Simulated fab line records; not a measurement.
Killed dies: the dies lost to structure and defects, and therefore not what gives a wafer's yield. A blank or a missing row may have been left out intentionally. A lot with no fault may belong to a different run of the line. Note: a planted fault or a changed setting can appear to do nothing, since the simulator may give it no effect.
The same fault as seen by 2 desks | flow sky130 | numbers are kept per desk, each desk with only its own; the story behind them comes last

== METROLOGY DESK ==
Means of the sampled wafers that have a number, per lot and without regard to the tool the lot ran on: this is what the gauges read. Any lot whose mean is over 4 standard deviations away from the usual mean is out of limits and marked OUT; that distance is given in the brackets. Readings shown: 7 of its 9, picked as those furthest out on some lot.
Columns: A = NWELL_TW at SKY_NWELL_TW_MEAS_15, usual 1835; B = NWELL_2_TW at SKY_NWELL_TW_MEAS_26, usual 500; C = NWELL_RS at SKY_NWELL_RS_MEAS_29, usual 624.1 ohm/sq; D = PWDE_RS at SKY_NWELL_RS_MEAS_31, usual 5276 ohm/sq; E = cdNm at SKY_VT_ADJUST_HVTP_CD_MEAS_07, usual 379.6 nm; F = VT_ADJUST_HVTP_OVL at SKY_VT_ADJUST_HVTP_OVL_MEAS_08, usual 0.2 nm; G = VT_ADJUST_HVTP_TW at SKY_VT_ADJUST_HVTP_TW_MEAS_11, usual 1365
lot  | first seen here | A    | B   | C     | D    | E     | F    | G
L832 | day 5 07:26     | 1852 | 503 | 621.9 | 5279 | 377.8 | 0.0  | 1382
L836 | day 6 03:00     | 1845 | 498 | 624.5 | 5280 | 381.3 | -2.1 | 1379
L838 | day 6 17:06     | 1854 | 499 | 624.6 | 5325 | 377.5 | 2.4  | 1377
L844 | day 8 04:23     | 1850 | 496 | 623.4 | 5285 | 381.0 | 0.3  | 1351
L848 | day 9 03:09     | 1814 | 489 | 624.5 | 5257 | 379.6 | 0.1  | 1354
L849 | day 9 09:44     | 1845 | 502 | 624.5 | 5251 | 376.9 | -0.3 | 1343
Finding of this desk: none of the 6 lots has anything out of limits.

== FOR THE TOOL OWNER'S DESK: implanter-02 ==
SKY_NWELL_IMPLANT_24, tool's own readings: per-lot mean of the sampled wafers with a number, covering each lot this tool ran. Any lot whose mean is over 4 standard deviations away from the usual mean is out of limits and marked OUT; that distance is given in the brackets.
Columns: A = beamOnS at SKY_NWELL_IMPLANT_24, usual 10.00 s; B = endStationPressureTorr at SKY_NWELL_IMPLANT_24, usual 5.05e-06 Torr
lot  | first seen here | A     | B
L838 | day 7 12:53     | 10.12 | 5.10e-06
L844 | day 9 01:39     | 10.27 | 5.05e-06
L848 | day 10 01:36    | 9.94  | 4.75e-06
Finding of this desk: none of the 3 lots has anything out of limits.

== PUT TOGETHER ==
From the metrology desk's view, nothing was out of limits.
The tool owner's desk saw nothing out of limits.

== WHAT THE SIMULATOR PUT IN ==
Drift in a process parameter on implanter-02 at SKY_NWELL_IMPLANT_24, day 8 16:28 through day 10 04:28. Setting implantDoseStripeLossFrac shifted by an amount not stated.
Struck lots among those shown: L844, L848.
